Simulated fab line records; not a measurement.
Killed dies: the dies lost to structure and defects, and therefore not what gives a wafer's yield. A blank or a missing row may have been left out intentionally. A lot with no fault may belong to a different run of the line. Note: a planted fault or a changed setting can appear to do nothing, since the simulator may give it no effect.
2 desks looking at one fault | flow sky130 | each desk holds nothing but its own numbers, with what lay behind them at the end

== AT THE TOOL OWNER'S DESK: implanter-01 ==
The tool's own readings at SKY_LDD_N_IMPLANT_09: means of the sampled wafers that have a number, for each lot that ran on this tool. The brackets show how far a lot's mean lies from the usual mean; more than 4 standard deviations puts the lot out of limits, marked OUT.
Columns: A = dose-ions-cm2 at SKY_LDD_N_IMPLANT_09, usual 7.5e+13; B = end-station-pressure-torr at SKY_LDD_N_IMPLANT_09, usual 5.32e-06 Torr
lot  | first seen here | A                 | B
L866 | day 18 18:11    | 7.5e+13           | 5.41e-06
L868 | day 19 01:23    | 7.5e+13           | 5.01e-06
L869 | day 19 11:30    | 7.5e+13           | 5.18e-06
L872 | day 21 04:53    | 7.5e+13           | 5.47e-06
L876 | day 22 05:47    | 7.5e+13           | 5.28e-06
L878 | day 23 00:14    | 7.5e+13           | 5.34e-06
L883 | day 24 16:26    | 7.7e+13 (+20) OUT | 5.49e-06
L884 | day 24 23:44    | 7.6e+13 (+19) OUT | 5.45e-06
This desk finds L883, L884 out of limits, L883 being first, at day 24 16:26 (dose-ions-cm2 at SKY_LDD_N_IMPLANT_09). Within limits: L866, L868, L869, L872, L876, L878.

== AT THE METROLOGY DESK ==
Lot by lot, what the gauges showed, no matter which tool ran the lot: averages of those sampled wafers that carry a number. The brackets show how far a lot's mean lies from the usual mean; more than 4 standard deviations puts the lot out of limits, marked OUT.
Columns: A = SONOS_TUNNEL_OVL at SKY_SONOS_TUNNEL_OVL_MEAS_08, usual 0.4 nm; B = LDD_HVN_OVL at SKY_LDD_HVN_OVL_MEAS_07, usual -0.5 nm
lot  | first seen here | A    | B
L866 | day 12 04:06    | -0.3 | 0.0
L868 | day 12 14:40    | -1.6 | -0.2
L869 | day 12 23:53    | 2.0  | -0.1
L870 | day 13 04:41    | 0.7  | 0.8
L871 | day 13 15:35    | 1.5  | -1.5
L872 | day 14 03:40    | -1.3 | -1.0
L873 | day 14 07:44    | -0.9 | -0.4
L876 | day 15 07:42    | 0.3  | -0.7
L877 | day 15 15:12    | -1.0 | -0.5
L878 | day 15 20:35    | -0.6 | 1.4
L883 | day 17 13:29    | 1.1  | -0.3
L884 | day 17 23:11    | -0.1 | 0.9
L887 | day 19 00:47    | -1.5 | -1.4
This desk's finding: nothing out of limits on any of the 13 lots.

== PUT TOGETHER ==
The tool owner's desk could have raised an alarm at day 24 16:26, on L883, L884.
The metrology desk saw nothing out of limits.
The metrology desk has L883, L884 on record, within its limits.
SKY_LDD_N_IMPLANT_09 was run on implanter-01 by each of the lots named.

== WHAT THE SIMULATOR HAD PUT IN ==
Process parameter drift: implanter-01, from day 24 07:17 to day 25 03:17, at SKY_LDD_N_IMPLANT_09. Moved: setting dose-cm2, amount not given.
Struck lots among those shown: L883, L884.
How many hours passed from the start of the fault until each desk's first out-of-limits reading: the tool owner's desk, 9.
